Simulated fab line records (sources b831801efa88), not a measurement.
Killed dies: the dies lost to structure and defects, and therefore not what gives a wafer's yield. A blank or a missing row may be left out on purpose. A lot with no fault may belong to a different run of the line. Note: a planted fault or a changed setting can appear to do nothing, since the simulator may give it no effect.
Which tool did it?	flow gf180mcu	36 wafers from 12 lots sampled at 2 of the route's 602 steps

## WHAT THE GAUGES SHOWED, per wafer
GF_V5_CD_MEAS_14: target cd 260 nm.
lot	measured	on	cd nm (nm)
L731	day 27 06:52	cd sem-01	259.6 260.2 260.4
L732	day 27 20:29	cd sem-01	261.8 262.0 263.6
L733	day 28 08:40	cd sem-02	259.5 260.3 259.1
L734	day 28 09:25	cd sem-01	261.0 260.7 260.4
L736	day 29 03:53	cd sem-01	259.5 259.8 258.3
L737	day 29 10:04	cd sem-01	259.1 259.2 259.3
L738	day 29 20:03	cd sem-01	260.5 259.8 259.6
L741	day 30 16:21	cd sem-01	260.3 261.3 261.4
L740	day 30 18:11	cd sem-02	260.4 262.2 261.3
L743	day 31 04:08	cd sem-02	260.2 260.7 260.7
L746	day 32 05:59	cd sem-01	259.8 259.9 259.7
L748	day 32 12:26	cd sem-01	258.8 258.7 259.0

## WHICH TOOL RAN EACH LOT (tool, then ch and the chambers of the sampled wafers, then the start)
lot	GF_V1_SPUTTER_21
L731	pvd sputter-02, day 18 06:20
L732	pvd sputter-01, day 18 22:41
L733	pvd sputter-02, day 19 09:30
L734	pvd sputter-04, day 19 14:38
L736	pvd sputter-02, day 20 09:43
L737	pvd sputter-04, day 20 20:53
L738	pvd sputter-04, day 21 08:33
L741	pvd sputter-01, day 22 12:31
L740	pvd sputter-02, day 22 13:00
L743	pvd sputter-04, day 23 00:07
L746	pvd sputter-04, day 24 09:56
L748	pvd sputter-04, day 24 20:35
- GF_V1_SPUTTER_21: material Ti, target thk 15 nm, time 80.02 s.

## AS READ BY THE TOOLS THEMSELVES (means over the sampled wafers that have a number; for cases with no such wafer, the mark the record gives instead)
GF_V1_SPUTTER_21.
lot	tool	chamber pressure pa (Pa)	throttle valve pct (%)
L731	pvd sputter-02	5.003	30.0
L732	pvd sputter-01	5.002	29.4
L733	pvd sputter-02	5.010	30.3
L734	pvd sputter-04	5.001	31.0
L736	pvd sputter-02	4.987	30.5
L737	pvd sputter-04	5.011	31.1
L738	pvd sputter-04	5.004	30.5
L741	pvd sputter-01	4.997	29.4
L740	pvd sputter-02	4.992	30.5
L743	pvd sputter-04	5.009	31.0
L746	pvd sputter-04	4.999	30.7
L748	pvd sputter-04	4.999	30.6

## THE ANSWER, worked out from the rows above alone
Rule: the usual values come from the lots themselves. Put in order of their means at a reading, lots are off if they are a third of the lots or fewer, leave a main group of 4 or more, and stand apart from it by a gap of 3 or more times the standard deviation of the main group's means; of several such gaps the widest counts. The tables above print the reading to a certain number of digits; a main group whose means all agree to those digits is not used. Also off: a lot with no number at a reading for which 4 or more lots have one. The other lots that the step has rows for count as sound. The gauges are gone through in route order, then the tools' own readings, and for those a lot's mean is taken as printed above. At the first step where some lot is off, the reading lying furthest off is the one used; lots without a number count as furthest.
No lot is off at any reading shown: from this, nothing can be told.

## WHAT THE SIMULATOR HAD INSERTED
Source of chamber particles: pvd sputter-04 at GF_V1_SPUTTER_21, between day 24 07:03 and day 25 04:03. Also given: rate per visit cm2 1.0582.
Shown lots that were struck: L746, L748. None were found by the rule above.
